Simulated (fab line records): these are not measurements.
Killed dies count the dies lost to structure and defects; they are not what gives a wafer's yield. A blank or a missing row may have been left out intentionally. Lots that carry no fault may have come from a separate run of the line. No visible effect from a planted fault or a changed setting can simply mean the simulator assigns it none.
A lot that was struck, set against a sound lot	flow gf180mcu	16 out of 602 route steps
Sound: wafers L965.2, L965.3, L965.5. The struck wafers were L979.1, L979.2, L979.4. At the end, the cause is stated.
Each step with rows lists, per side, the tool, then ch with its chambers, then its first start. Under that, the readings that differ: sound wafers	struck wafers	difference of the means	sigmas: that difference in standard deviations of wafers without a fault.
alike: words and numbers the same on both sides, and readings whose means are apart by under 2 such deviations; not compared: readings that were withheld, readings missing a value for some wafer, numbers with overlapping values and no deviation given by the record, and bounds like >300 which may hide the same value.
The two part at a step that has a row with sigmas, a row that says differs or no value, or rows on one side only. Numbers that have no deviation but don't overlap get no sigmas and don't part them. A reading that every wafer of one side lacks parts them only if that side has two wafers or more.

GF_M3_SPUTTER_04: material TiN, target thk 50 nm, time 41.7 s.
  struck on pvd_sputter-03, day 27 17:41; sound on pvd_sputter-02, day 23 05:05
  alike: throttle_valve_pct
GF_M3_RS_MEAS_05: a four-point-probe measurement.
  struck on film_metro-02, day 27 17:46; sound on film_metro-04, day 23 05:09
  alike: M3_ALCU_RS
GF_M3_THK_MEAS_06: measures by xrf.
  struck on film_metro-02, day 27 17:53; sound on film_metro-04, day 23 05:16
  alike: M3_ALCU_THK
then, 7 steps without rows for these wafers: GF_M3_DEHYDRATE_07 (time 60 s); GF_M3_HMDS_08 (prime time 60 s); GF_M3_COAT_09 (resist thk 1000 nm); GF_M3_SOFTBAKE_10 (time 60 s); GF_M3_EXPOSE_11 (exposes mask Metal3, target cd 280 nm); GF_M3_PEB_12 (peb time 90 s); GF_M3_DEVELOP_13 (develop time 60 s).
GF_M3_CD_MEAS_14 targets a cd of 280 nm.
  struck on cd_sem-01, day 28 13:44; sound on cd_sem-02, day 24 03:20
  alike: cd_nm
GF_M3_OVL_MEAS_15:
  struck on overlay-01, day 28 13:52; sound on overlay-02, day 24 03:26
  alike: M3_OVL
GF_M3_METAL_ETCH_16: etches the open film in Cl2/BCl3, stops on SiO2, target depth 627.5 nm, time 104.6 s.
  sound on rie_metal-02 ch 0,1, day 24 03:28; struck on rie_metal-03 ch 0,1, day 28 13:53
reading	sound	struck	difference	sigmas
bias_w (W)	140.3 139.9 140.8	178.2 178.2 178.2	+37.9	+86
model.KrF_of_M3_COAT_09.thk_nm (nm)	734.6 734.6 736.9	707.9 709.2 707	-27.3	
  alike: drypump_motor_current_A, oes_product_au, throttle_valve_pct
  not compared: rf_hours_counter_h
GF_M3_STRIP_17: strips in O2/N2.
  sound on plasma_asher-04 ch 0,1, day 24 03:35; struck on plasma_asher-02 ch 0,1, day 28 14:01
reading	sound	struck	difference	sigmas
oes_product_au (a.u.)	0.562 0.556 0.557	0.543 0.546 0.543	-0.014	-3
strip_time_to_endpoint_s (s)	7.86 7.87 7.90	7.60 7.63 7.58	-0.27	-6
  alike: drypump_motor_current_A, heater_power_w
  not compared: rf_hours_counter_h
then, 2 steps without rows for these wafers: GF_M3_STRIP_18 (strips in post etch residue remover, time 1200 s); GF_PASSIVATION_PROBE_99.

== WHERE THEY PART ==
Last at GF_M3_STRIP_17 as far as this record goes, first at GF_M3_METAL_ETCH_16.

WHY: what the simulator had put in
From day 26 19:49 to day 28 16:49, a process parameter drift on rie_metal-03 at GF_M3_METAL_ETCH_16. A move of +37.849 in setting bias_w, from 140. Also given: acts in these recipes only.
